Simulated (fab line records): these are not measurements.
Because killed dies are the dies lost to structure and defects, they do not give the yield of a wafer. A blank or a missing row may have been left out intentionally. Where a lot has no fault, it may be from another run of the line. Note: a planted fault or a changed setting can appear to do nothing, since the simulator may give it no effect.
A struck lot beside a sound one || flow sky130 || 37 out of 708 route steps
Sound: wafers L232.1, L232.2, L232.5. Struck: wafer L219.5 (left out: L219.1, L219.6 of the same lot, which were not struck); the cause appears at the end.
For every step that has rows: the tool of each side, followed by ch and its chambers, followed by its first start. Under that, the readings that differ: sound wafers || struck wafers || difference of the means || sigmas: that difference in standard deviations of wafers without a fault.
alike: a reading whose means differ by less than 2 such deviations, as well as words and numbers matching on both sides. not compared: withheld readings; readings where some wafer has no value; bounds like >300 that might hide an equal value; numbers whose values overlap and for which the record gives no deviation.
Wherever a step has rows on one side only, a row that says differs or no value, or a row with sigmas, the two part there. Non-overlapping numbers with no deviation appear without sigmas and do not part them. Lack of a reading on every wafer of one side parts them only where that side has two or more wafers.

first, 10 steps without rows for these wafers: SKY_VIA2_CLEAN_18 (cleans in IPA, time 180 s); SKY_VIA2_CLEAN_19 (cleans in O3/DIW); SKY_VIA2_SPUTTER_20 (material TiN, target thk 20 nm, time 80 s); SKY_VIA2_CVD_21 (deposits W, target thk 420 nm, time 126.4 s); SKY_VIA2_CMP_24 (polishes, stops on SiO2, t overpolish 20 s, target thk 0 nm); SKY_METAL3_SPUTTER_00 (material Ti, target thk 15 nm, time 10 s); SKY_METAL3_SPUTTER_01 (material TiN, target thk 20 nm, time 16.7 s); SKY_METAL3_SPUTTER_02 (material AlCu, target thk 735 nm, time 39.1 s); SKY_METAL3_SPUTTER_03 (material Ti, target thk 5 nm, time 3.3 s); SKY_METAL3_SPUTTER_04 (material TiN, target thk 70 nm, time 58.3 s).
SKY_CAPM_CVD_00: deposits SiO2, target thk 15.5 nm.
  sound on pecvd-01 ch 1,2, day 42 06:46; struck on pecvd-01 ch 1, day 38 16:07
{"reading": "model.SiO2_of_CAPM_CVD_00.thk nm (nm)", "sound": "16.01 15.39 16.17", "struck": 16.89, "difference": "+1.03", "sigmas": ""}
  alike: heater power w, rf fwd power W
SKY_CAPM_THK_MEAS_01:
  struck on film metro-03, day 38 16:08; sound on film metro-01, day 42 06:47
{"reading": "CAPM_CVD_00_THK (nm)", "sound": "16.0 15.3 16.2", "struck": 16.8, "difference": "+1.0", "sigmas": "+3"}
then, 23 steps without rows for these wafers: SKY_CAPM_SPUTTER_02 (material TiN, target thk 200 nm, time 166.7 s); SKY_CAPM_DEHYDRATE_05 (time 60 s); SKY_CAPM_HMDS_06 (prime time 60 s); SKY_CAPM_COAT_07 (resist thk 1140 nm); SKY_CAPM_SOFTBAKE_08 (time 60 s); SKY_CAPM_EXPOSE_09 (exposes mask CAPM, target cd 1000 nm); SKY_CAPM_PEB_10; SKY_CAPM_DEVELOP_11 (develop time 60 s); SKY_CAPM_METAL_ETCH_13 (etches TiN in Cl2/BCl3, stops on SiO2, target depth 220 nm, time 62.9 s); SKY_CAPM_STRIP_14 (strips in O2/N2); SKY_CAPM_STRIP_15 (strips in post etch residue remover, time 1200 s); SKY_CAPM_CLEAN_16 (cleans in IPA, time 180 s); SKY_CAPM_CLEAN_17 (cleans in O3/DIW); SKY_METAL3_DEHYDRATE_05 (time 60 s); SKY_METAL3_HMDS_06 (prime time 60 s); SKY_METAL3_COAT_07 (resist thk 60 nm); SKY_METAL3_COAT_08 (resist thk 1140 nm); SKY_METAL3_SOFTBAKE_09 (time 90 s); SKY_METAL3_EXPOSE_10 (exposes mask MM3, target cd 300 nm); SKY_METAL3_PEB_11; SKY_METAL3_DEVELOP_12 (develop time 60 s); SKY_METAL3_DESCUM_15 (chemistry O2, time 8 s); SKY_METAL3_ETCH_16 (etches BARC in N2/H2, stops on SiO2, time 88.2 s, target depth 60 nm).
-- the record jumps here: 2 days lie between the struck wafers' starts before and after --
SKY_METAL3_ETCH_17: etches SiO2 in C4F8/O2/Ar, stops on TiN, time 3.9 s, target depth 15 nm.
  sound on rie diel-02 ch 0,1,2, day 44 06:05; struck on rie diel-02 ch 2, day 40 18:26
{"reading": "oes product au (a.u.)", "sound": "0.763 0.748 0.766", "struck": 0.780, "difference": "+0.021", "sigmas": "+2"}
{"reading": "rf fwd power W (W)", "sound": "1480 1472 1469", "struck": 1458, "difference": -16, "sigmas": -3}
{"reading": "model.etch.depth nm (nm)", "sound": "16.01 15.39 16.17", "struck": 16.89, "difference": "+1.03", "sigmas": ""}
-- the record jumps here: 7 days lie between the struck wafers' starts before and after (it left off in module METAL3 and takes up again in module PAD_OPEN, whose first step shown is number 708 of the route) --
SKY_PAD_OPEN_PROBE_99:
  struck on prober-02, day 47 17:01; sound on prober-02, day 50 09:14
{"reading": "defect limited yield (%)", "sound": "79.3 83.1 78.3", "struck": 84.3, "difference": "+4.1", "sigmas": "+2"}
{"reading": "killed at contacts", "sound": "24 24 44", "struck": 19, "difference": -12, "sigmas": -2}
{"reading": "killed dies", "sound": "102 83 107", "struck": 77, "difference": -20, "sigmas": -2}
{"reading": "killed open", "sound": "49 46 55", "struck": 33, "difference": -17, "sigmas": -2}
{"reading": "sort_bin_5_function (%)", "sound": "11.8 8.9 14.0", "struck": 8.3, "difference": -3.3, "sigmas": -2}
{"reading": "sort n pass", "sound": "390 409 385", "struck": 415, "difference": "+20", "sigmas": "+2"}
{"reading": "sort yield pct (%)", "sound": "79.3 83.1 78.3", "struck": 84.3, "difference": "+4.1", "sigmas": "+2"}
{"reading": "model.etest.cap mim.bv v (V)", "sound": "14.4 13.83 14.95", "struck": 15.42, "difference": "+1.03", "sigmas": ""}
{"reading": "model.etest.cap mim.c ff um2", "sound": "2.27 2.359 2.257", "struck": 2.16, "difference": -0.14, "sigmas": ""}
  alike: killed_at_M0_to_M3, killed_at_M4_up, killed at front end, killed at other, killed short, sort_bin_3_pad_short, sort_bin_6_memory
  not compared: model.etest.cap mim.leak log10 a cm2

WHERE THEY PART
Earliest at SKY_CAPM_THK_MEAS_01; latest, in this record, at SKY_PAD_OPEN_PROBE_99.

WHY: what the simulator had put in
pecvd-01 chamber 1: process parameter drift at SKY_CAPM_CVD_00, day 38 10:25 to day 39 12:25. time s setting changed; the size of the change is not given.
